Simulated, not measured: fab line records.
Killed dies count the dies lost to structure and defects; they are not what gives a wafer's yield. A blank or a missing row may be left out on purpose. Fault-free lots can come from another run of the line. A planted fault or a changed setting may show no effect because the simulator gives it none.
Which tool was responsible? || flow sky130 || 42 wafers from 14 lots sampled at 2 of the route's 708 steps

== WHAT EACH GAUGE READ, for each wafer ==
SKY_GATE_OXIDE_OVL_MEAS_10. Usual: for GATE_OXIDE_OVL the level is 0.6 nm and the standard deviation is 1.4.
{"lot": "L542", "measured": "day 13 21:20", "on": "overlay-01", "GATE_OXIDE_OVL (nm)": "1.2 -1.9 0.5", "flag": ""}
{"lot": "L543", "measured": "day 14 02:45", "on": "overlay-02", "GATE_OXIDE_OVL (nm)": "2.0 2.9 2.2", "flag": ""}
{"lot": "L545", "measured": "day 15 09:56", "on": "overlay-01", "GATE_OXIDE_OVL (nm)": "-1.0 0.9 -1.0", "flag": ""}
{"lot": "L547", "measured": "day 15 09:40", "on": "overlay-02", "GATE_OXIDE_OVL (nm)": "1.9 2.1 2.2", "flag": ""}
{"lot": "L549", "measured": "day 16 05:59", "on": "overlay-02", "GATE_OXIDE_OVL (nm)": "2.2 2.9 4.4", "flag": ""}
{"lot": "L550", "measured": "day 16 12:16", "on": "overlay-01", "GATE_OXIDE_OVL (nm)": "0.6 2.1 0.8", "flag": ""}
{"lot": "L551", "measured": "day 16 18:26", "on": "overlay-02", "GATE_OXIDE_OVL (nm)": "1.2 0.3 -0.4", "flag": ""}
{"lot": "L552", "measured": "day 17 06:29", "on": "overlay-02", "GATE_OXIDE_OVL (nm)": "-0.7 1.4 0.6", "flag": ""}
{"lot": "L556", "measured": "day 18 15:25", "on": "overlay-01", "GATE_OXIDE_OVL (nm)": "0.6 -0.6 -0.1", "flag": ""}
{"lot": "L559", "measured": "day 19 23:59", "on": "overlay-01", "GATE_OXIDE_OVL (nm)": "2.9 2.5 1.5", "flag": ""}
{"lot": "L560", "measured": "day 20 03:11", "on": "overlay-02", "GATE_OXIDE_OVL (nm)": "-0.7 0.4 2.1", "flag": ""}
{"lot": "L563", "measured": "day 20 20:44", "on": "overlay-01", "GATE_OXIDE_OVL (nm)": "1.3 1.4 -1.3", "flag": ""}
{"lot": "L564", "measured": "day 21 07:23", "on": "overlay-01", "GATE_OXIDE_OVL (nm)": "1.0 1.1 1.6", "flag": ""}
{"lot": "L565", "measured": "day 21 18:05", "on": "overlay-02", "GATE_OXIDE_OVL (nm)": "1.6 0.7 0.1", "flag": ""}

== EACH LOT AND THE TOOL THAT RAN IT (in order: tool; ch and the chambers of the sampled wafers; start) ==
{"lot": "L542", "SKY_VT_ADJUST_HVTP_STRIP_10": "plasma-asher-02 ch 0,1, day 6 05:41"}
{"lot": "L543", "SKY_VT_ADJUST_HVTP_STRIP_10": "plasma-asher-04 ch 0,1, day 6 07:51"}
{"lot": "L545", "SKY_VT_ADJUST_HVTP_STRIP_10": "plasma-asher-04 ch 0,1, day 6 23:20"}
{"lot": "L547", "SKY_VT_ADJUST_HVTP_STRIP_10": "plasma-asher-03 ch 0,1, day 7 06:47"}
{"lot": "L549", "SKY_VT_ADJUST_HVTP_STRIP_10": "plasma-asher-04 ch 0,1, day 8 00:09"}
{"lot": "L550", "SKY_VT_ADJUST_HVTP_STRIP_10": "plasma-asher-03 ch 0,1, day 8 06:12"}
{"lot": "L551", "SKY_VT_ADJUST_HVTP_STRIP_10": "plasma-asher-03 ch 0,1, day 8 08:43"}
{"lot": "L552", "SKY_VT_ADJUST_HVTP_STRIP_10": "plasma-asher-02 ch 0,1, day 8 17:21"}
{"lot": "L556", "SKY_VT_ADJUST_HVTP_STRIP_10": "plasma-asher-03 ch 0,1, day 9 15:47"}
{"lot": "L559", "SKY_VT_ADJUST_HVTP_STRIP_10": "plasma-asher-03 ch 0,1, day 10 16:17"}
{"lot": "L560", "SKY_VT_ADJUST_HVTP_STRIP_10": "plasma-asher-04 ch 0,1, day 10 19:34"}
{"lot": "L563", "SKY_VT_ADJUST_HVTP_STRIP_10": "plasma-asher-04 ch 0,1, day 11 10:49"}
{"lot": "L564", "SKY_VT_ADJUST_HVTP_STRIP_10": "plasma-asher-02 ch 0,1, day 11 18:35"}
{"lot": "L565", "SKY_VT_ADJUST_HVTP_STRIP_10": "plasma-asher-03 ch 0,1, day 12 02:31"}
- SKY_VT_ADJUST_HVTP_STRIP_10: strips in O2/N2.

== AS READ BY THE TOOLS THEMSELVES (means over the sampled wafers that have a number; for cases with no such wafer, the mark the record gives instead) ==
SKY_VT_ADJUST_HVTP_STRIP_10. Usual: drypump-motor-current-A 5.3 A, standard deviation 0.48; oes-product-au 0.716 a.u., standard deviation 0.0047; strip-time-to-endpoint-s 14.17 s, standard deviation 0.038.
{"lot": "L542", "tool": "plasma-asher-02", "drypump-motor-current-A (A)": 4.9, "oes-product-au (a.u.)": 0.721, "strip-time-to-endpoint-s (s)": 14.23, "flag": ""}
{"lot": "L543", "tool": "plasma-asher-04", "drypump-motor-current-A (A)": 5.4, "oes-product-au (a.u.)": 0.716, "strip-time-to-endpoint-s (s)": 14.20, "flag": ""}
{"lot": "L545", "tool": "plasma-asher-04", "drypump-motor-current-A (A)": 5.3, "oes-product-au (a.u.)": 0.716, "strip-time-to-endpoint-s (s)": 14.13, "flag": ""}
{"lot": "L547", "tool": "plasma-asher-03", "drypump-motor-current-A (A)": 5.3, "oes-product-au (a.u.)": 0.715, "strip-time-to-endpoint-s (s)": 14.20, "flag": ""}
{"lot": "L549", "tool": "plasma-asher-04", "drypump-motor-current-A (A)": 5.4, "oes-product-au (a.u.)": 0.718, "strip-time-to-endpoint-s (s)": 14.18, "flag": ""}
{"lot": "L550", "tool": "plasma-asher-03", "drypump-motor-current-A (A)": 5.7, "oes-product-au (a.u.)": 0.717, "strip-time-to-endpoint-s (s)": 14.15, "flag": ""}
{"lot": "L551", "tool": "plasma-asher-03", "drypump-motor-current-A (A)": 5.4, "oes-product-au (a.u.)": 0.717, "strip-time-to-endpoint-s (s)": 14.16, "flag": ""}
{"lot": "L552", "tool": "plasma-asher-02", "drypump-motor-current-A (A)": 4.8, "oes-product-au (a.u.)": 0.716, "strip-time-to-endpoint-s (s)": 14.21, "flag": ""}
{"lot": "L556", "tool": "plasma-asher-03", "drypump-motor-current-A (A)": 5.7, "oes-product-au (a.u.)": 0.714, "strip-time-to-endpoint-s (s)": 14.12, "flag": ""}
{"lot": "L559", "tool": "plasma-asher-03", "drypump-motor-current-A (A)": 5.7, "oes-product-au (a.u.)": 0.717, "strip-time-to-endpoint-s (s)": 14.13, "flag": ""}
{"lot": "L560", "tool": "plasma-asher-04", "drypump-motor-current-A (A)": 5.4, "oes-product-au (a.u.)": 0.716, "strip-time-to-endpoint-s (s)": 14.14, "flag": ""}
{"lot": "L563", "tool": "plasma-asher-04", "drypump-motor-current-A (A)": 5.4, "oes-product-au (a.u.)": 0.719, "strip-time-to-endpoint-s (s)": 14.16, "flag": ""}
{"lot": "L564", "tool": "plasma-asher-02", "drypump-motor-current-A (A)": 4.8, "oes-product-au (a.u.)": 0.717, "strip-time-to-endpoint-s (s)": 14.18, "flag": ""}
{"lot": "L565", "tool": "plasma-asher-03", "drypump-motor-current-A (A)": 5.4, "oes-product-au (a.u.)": 0.715, "strip-time-to-endpoint-s (s)": 14.21, "flag": ""}

== THE ANSWER, worked out from the rows above alone ==
Rule: lot off if the mean of its wafers having a number is beyond 3 standard deviations from the usual mean. Also off: a lot with no number at a reading for which 4 or more lots have one. All remaining lots with rows at the step are treated as sound. Order of review: gauges by route order, followed by the tools' own readings, for which a lot's mean as printed above is used. The first step at which some lot is off is used, and at that step the reading that is off furthest; a lot without a number counts as furthest.
None of the lots is off at any reading shown; this tells nothing.

== WHAT THE SIMULATOR HAD INSERTED ==
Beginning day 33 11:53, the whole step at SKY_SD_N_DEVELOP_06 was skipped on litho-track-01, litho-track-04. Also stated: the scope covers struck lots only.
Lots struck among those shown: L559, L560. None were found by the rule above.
